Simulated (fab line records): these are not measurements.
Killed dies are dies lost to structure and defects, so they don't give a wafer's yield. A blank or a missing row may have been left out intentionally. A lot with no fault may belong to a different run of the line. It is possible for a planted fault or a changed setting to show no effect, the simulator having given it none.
The tool behind it: which one?    flow gf180mcu    Sampling: 6 lots, 18 wafers, 2 of 602 route steps

== WHAT THE GAUGES READ, wafer by wafer ==
GF_V5_BOW_MEAS_05.
lot   measured      on            V5_BOW (um)
L826  day 26 19:53  filmMetro-01  119 141 131
L828  day 27 08:26  filmMetro-03  130 131 112
L831  day 28 03:56  filmMetro-01  127 135 133
L839  day 30 14:48  filmMetro-03  131 118 131
L845  day 32 04:17  filmMetro-04  142 135 145
L847  day 32 12:41  filmMetro-01  141 142 134

== TOOL THAT RAN EACH LOT (tool first, then ch and the chambers of the sampled wafers, then the start) ==
lot   GF_HV_LDD_ETCHBACK_58
L826  rieDiel-03 ch 0,2,3, day 13 00:19
L828  rieDiel-04 ch 0,2,3, day 13 12:15
L831  rieDiel-04 ch 0,2,3, day 14 08:08
L839  rieDiel-02 ch 2,3, day 17 01:44
L845  rieDiel-03 ch 0,3, day 19 03:17
L847  rieDiel-03 ch 0,1,2, day 19 19:25
- GF_HV_LDD_ETCHBACK_58: etches Si3N4 in CH3F/O2, stops on SiO2, time 100 s, target depth 90 nm.

== THE ANSWER, worked out from the rows above alone ==
Rule: the lots themselves supply what counts as usual. Put in order of their means at a reading, lots are off if they are a third of the lots or fewer, leave a main group of 4 or more, and stand apart from it by a gap of 3 or more times the standard deviation of the main group's means; of several such gaps the widest counts. The tables above print the reading to a certain number of digits; a main group whose means all agree to those digits is not used. Also off: a lot with no number at a reading for which 4 or more lots have one. Where the step has rows for the other lots, those lots are counted as sound.
Across all readings shown, no lot is off: no conclusion can be drawn from this.

== WHAT THE SIMULATOR PUT IN ==
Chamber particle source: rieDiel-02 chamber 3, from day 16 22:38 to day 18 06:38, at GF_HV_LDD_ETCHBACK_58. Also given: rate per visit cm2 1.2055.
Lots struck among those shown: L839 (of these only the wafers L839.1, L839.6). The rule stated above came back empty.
